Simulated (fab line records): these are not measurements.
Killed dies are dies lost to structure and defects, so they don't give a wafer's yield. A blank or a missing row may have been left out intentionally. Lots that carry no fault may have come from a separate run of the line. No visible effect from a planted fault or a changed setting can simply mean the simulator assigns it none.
What tool caused it? | flow sfq line | Sampling: 14 lots, 42 wafers, 6 of 325 route steps

== WHAT THE GAUGES SHOWED, per wafer ==
SFQ_JJ_RS_MEAS_929: measures by four-point-probe.
lot  | measured     | on            | JJ_NB_RS (ohm/sq)
L731 | day 50 03:08 | film metro-04 | 1.073 1.077 1.074
L732 | day 50 16:19 | film metro-02 | 1.054 1.052 1.051
L733 | day 50 17:30 | film metro-01 | 1.047 1.060 1.038
L734 | day 51 10:58 | film metro-01 | 1.057 1.038 1.055
L738 | day 51 19:46 | film metro-02 | 1.066 1.067 1.078
L739 | day 51 21:35 | film metro-02 | 1.039 1.062 1.063
L742 | day 52 00:37 | film metro-04 | 1.078 1.080 1.074
L743 | day 52 02:33 | film metro-02 | 1.048 1.070 1.061
L744 | day 52 08:32 | film metro-04 | 1.024 1.044 1.050
L745 | day 57 03:50 | film metro-04 | 1.044 1.054 1.044
L747 | day 58 22:26 | film metro-01 | 1.028 1.039 1.336
L748 | day 59 06:43 | film metro-02 | 1.049 1.055 1.039
L749 | day 59 09:49 | film metro-04 | 1.047 1.054 1.322
L753 | day 60 04:58 | film metro-02 | 1.054 1.062 1.061

SFQ_M7_OVL_MEAS_945.
lot  | measured     | on         | M7_OVL (nm)
L731 | day 74 10:06 | overlay-01 | -6 -8 -4
L732 | day 75 02:05 | overlay-01 | 1 -6 -3
L733 | day 75 06:52 | overlay-01 | 0 -8 -2
L734 | day 75 09:16 | overlay-01 | 0 0 2
L738 | day 76 00:52 | overlay-02 | -1 2 -2
L739 | day 76 03:16 | overlay-02 | 0 -9 -2
L742 | day 77 05:02 | overlay-01 | 4 3 3
L743 | day 77 08:37 | overlay-01 | -7 1 -3
L744 | day 77 09:49 | overlay-01 | -3 -4 7
L745 | day 79 05:07 | overlay-01 | 8 16 10
L747 | day 80 07:29 | overlay-02 | -3 -5 3
L748 | day 80 08:47 | overlay-02 | 8 0 7
L749 | day 80 16:11 | overlay-01 | 3 0 1
L753 | day 83 19:55 | overlay-02 | -5 -12 -4

SFQ_M8_OVL_MEAS_948.
lot  | measured     | on         | M8_OVL (nm)
L731 | day 75 05:40 | overlay-01 | 3 7 1
L732 | day 75 23:40 | overlay-02 | 11 12 10
L733 | day 76 13:52 | overlay-01 | 1 -6 -2
L734 | day 76 17:28 | overlay-01 | 3 6 4
L738 | day 77 19:11 | overlay-02 | -7 -11 -9
L739 | day 77 20:23 | overlay-02 | -13 -7 -5
L742 | day 83 01:11 | overlay-02 | 4 0 2
L743 | day 83 12:42 | overlay-02 | 1 5 -4
L744 | day 83 13:54 | overlay-02 | -9 6 -1
L745 | day 85 19:36 | overlay-01 | -4 -6 -12
L747 | day 87 13:58 | overlay-02 | -8 6 -3
L748 | day 87 17:33 | overlay-01 | 2 6 3
L749 | day 88 11:00 | overlay-01 | -2 1 -5
L753 | day 90 20:36 | overlay-01 | 8 8 10

== TOOL THAT RAN EACH LOT (tool first, then ch and the chambers of the sampled wafers, then the start) ==
lot  | SFQ_TRILAYER_JJ_TRILAYER_DEP_SPUTTER_112 | SFQ_TRILAYER_JJ_CE_ETCH_RIE_118   | SFQ_TRILAYER_I6_VIA_STRIP_STRIP_173
L731 | pvd sputter-03, day 50 03:02             | rie metal-03 ch 0,1, day 50 10:44 | rie metal-02 ch 0,1, day 70 03:13
L732 | pvd sputter-06, day 50 16:12             | rie metal-03 ch 1, day 52 03:03   | rie metal-04 ch 0,1, day 74 18:53
L733 | pvd sputter-04, day 50 17:25             | rie metal-02 ch 0,1, day 52 04:05 | rie metal-04 ch 0,1, day 74 23:29
L734 | pvd sputter-04, day 51 10:53             | rie metal-01 ch 0,1, day 52 05:17 | rie metal-04 ch 0,1, day 75 01:53
L738 | pvd sputter-03, day 51 19:41             | rie metal-01 ch 0,1, day 52 11:17 | rie metal-04 ch 0,1, day 75 13:53
L739 | pvd sputter-04, day 51 21:29             | rie metal-01 ch 0, day 52 12:29   | rie metal-03 ch 1, day 75 15:27
L742 | pvd sputter-03, day 52 00:29             | rie metal-03 ch 0,1, day 52 17:19 | rie metal-02 ch 0,1, day 76 08:15
L743 | pvd sputter-04, day 52 02:28             | rie metal-02 ch 0,1, day 52 18:29 | rie metal-02 ch 0,1, day 76 11:39
L744 | pvd sputter-06, day 52 08:26             | rie metal-01 ch 0,1, day 52 20:53 | rie metal-03 ch 0,1, day 76 12:51
L745 | pvd sputter-04, day 57 03:44             | rie metal-01 ch 1, day 58 04:54   | rie metal-02 ch 0,1, day 76 22:00
L747 | pvd sputter-04, day 58 22:17             | rie metal-02 ch 0,1, day 59 02:49 | rie metal-03 ch 0,1, day 80 03:15
L748 | pvd sputter-06, day 59 06:37             | rie metal-01 ch 0,1, day 59 10:27 | rie metal-02 ch 0,1, day 80 05:27
L749 | pvd sputter-04, day 59 09:44             | rie metal-02 ch 0,1, day 59 13:35 | rie metal-03 ch 0, day 80 07:51
L753 | pvd sputter-03, day 60 04:52             | rie metal-02 ch 0,1, day 60 10:16 | rie metal-04 ch 0,1, day 81 01:23
- SFQ_TRILAYER_JJ_TRILAYER_DEP_SPUTTER_112: material Nb, target thk 170 nm, time 113.3 s.
- SFQ_TRILAYER_JJ_CE_ETCH_RIE_118: chemistry SF6, target Nb, stops on Al2O3, time 97.7 s, target depth 170 nm.
- SFQ_TRILAYER_I6_VIA_STRIP_STRIP_173: strips in O2.

== WHAT THE TOOLS THEMSELVES READ (means of the sampled wafers that have a number; where no wafer has one, the mark that the record gives instead) ==
SFQ_TRILAYER_JJ_TRILAYER_DEP_SPUTTER_112.
lot  | tool           | throttle valve pct (%)
L731 | pvd sputter-03 | 29.8
L732 | pvd sputter-06 | 30.4
L733 | pvd sputter-04 | 30.2
L734 | pvd sputter-04 | 31.1
L738 | pvd sputter-03 | 29.8
L739 | pvd sputter-04 | 29.9
L742 | pvd sputter-03 | 29.5
L743 | pvd sputter-04 | 31.2
L744 | pvd sputter-06 | 31.1
L745 | pvd sputter-04 | 30.3
L747 | pvd sputter-04 | 31.3
L748 | pvd sputter-06 | 30.9
L749 | pvd sputter-04 | 30.2
L753 | pvd sputter-03 | 29.1

SFQ_TRILAYER_JJ_CE_ETCH_RIE_118.
lot  | tool         | drypump motor current A (A) | oes product au (a.u.)
L731 | rie metal-03 | 5.2                         | 0.981
L732 | rie metal-03 | 5.2                         | 0.981
L733 | rie metal-02 | 5.5                         | 0.989
L734 | rie metal-01 | 5.6                         | 0.994
L738 | rie metal-01 | 5.6                         | 0.976
L739 | rie metal-01 | 5.1                         | 0.989
L742 | rie metal-03 | 5.1                         | 0.972
L743 | rie metal-02 | 5.2                         | 0.983
L744 | rie metal-01 | 6.1                         | 0.999
L745 | rie metal-01 | 6.6                         | 0.984
L747 | rie metal-02 | 5.2                         | 0.950
L748 | rie metal-01 | 6.1                         | 0.988
L749 | rie metal-02 | 5.5                         | 0.947
L753 | rie metal-02 | 5.5                         | 0.981

SFQ_TRILAYER_I6_VIA_STRIP_STRIP_173.
lot  | tool         | drypump motor current A (A) | oes product au (a.u.)
L731 | rie metal-02 | 5.2                         | 0.990
L732 | rie metal-04 | 5.8                         | 1.006
L733 | rie metal-04 | 5.8                         | 1.015
L734 | rie metal-04 | 5.8                         | 1.013
L738 | rie metal-04 | 5.8                         | 1.017
L739 | rie metal-03 | 5.2                         | 0.997
L742 | rie metal-02 | 5.5                         | 0.997
L743 | rie metal-02 | 5.2                         | 0.994
L744 | rie metal-03 | 5.2                         | 0.997
L745 | rie metal-02 | 5.2                         | 0.987
L747 | rie metal-03 | 5.2                         | 1.000
L748 | rie metal-02 | 5.2                         | 0.993
L749 | rie metal-03 | 5.1                         | 1.007
L753 | rie metal-04 | 5.8                         | 1.010

== THE ANSWER, worked out from the rows above alone ==
Rule: usual is defined by the lots themselves. The widest of any qualifying gaps counts: lots, ordered by their means at a reading, are off when they make up no more than a third of the lots, leave a main group of 4 or more, and stand apart from it by 3 or more times the standard deviation of that group's means. A main group is skipped when, at the precision printed for the reading in the tables above, its means are all equal. Also off: a lot with no number at a reading for which 4 or more lots have one. All remaining lots with rows at the step are treated as sound. Order of review: gauges by route order, followed by the tools' own readings, for which a lot's mean as printed above is used. The first step at which some lot is off is used, and at that step the reading that is off furthest; a lot without a number counts as furthest.
Off: L747, L749, seen at SFQ_JJ_RS_MEAS_929 (JJ_NB_RS). Main group: mean 1.057 ohm/sq, sd 0.011.
If a tool, at a process step before that reading, ran all the lots that are off and no sound lot after the first of them, it fits. Not tried: the gauges at SFQ_JJ_RS_MEAS_929; whatever is off there is also off at SFQ_TRILAYER_JJ_CE_ETCH_RIE_118, on other tools, and gauge error can't account for it. One fits: pvd sputter-04 at SFQ_TRILAYER_JJ_TRILAYER_DEP_SPUTTER_112. Its last sound lot is L745 (day 57 03:44), its first lot that is off L747 (day 58 22:17): a fault that began between those two fits.

== WHAT WAS PUT IN BY THE SIMULATOR ==
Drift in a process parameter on pvd sputter-04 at SFQ_TRILAYER_JJ_TRILAYER_DEP_SPUTTER_112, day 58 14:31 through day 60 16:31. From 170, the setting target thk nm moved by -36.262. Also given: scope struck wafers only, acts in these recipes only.
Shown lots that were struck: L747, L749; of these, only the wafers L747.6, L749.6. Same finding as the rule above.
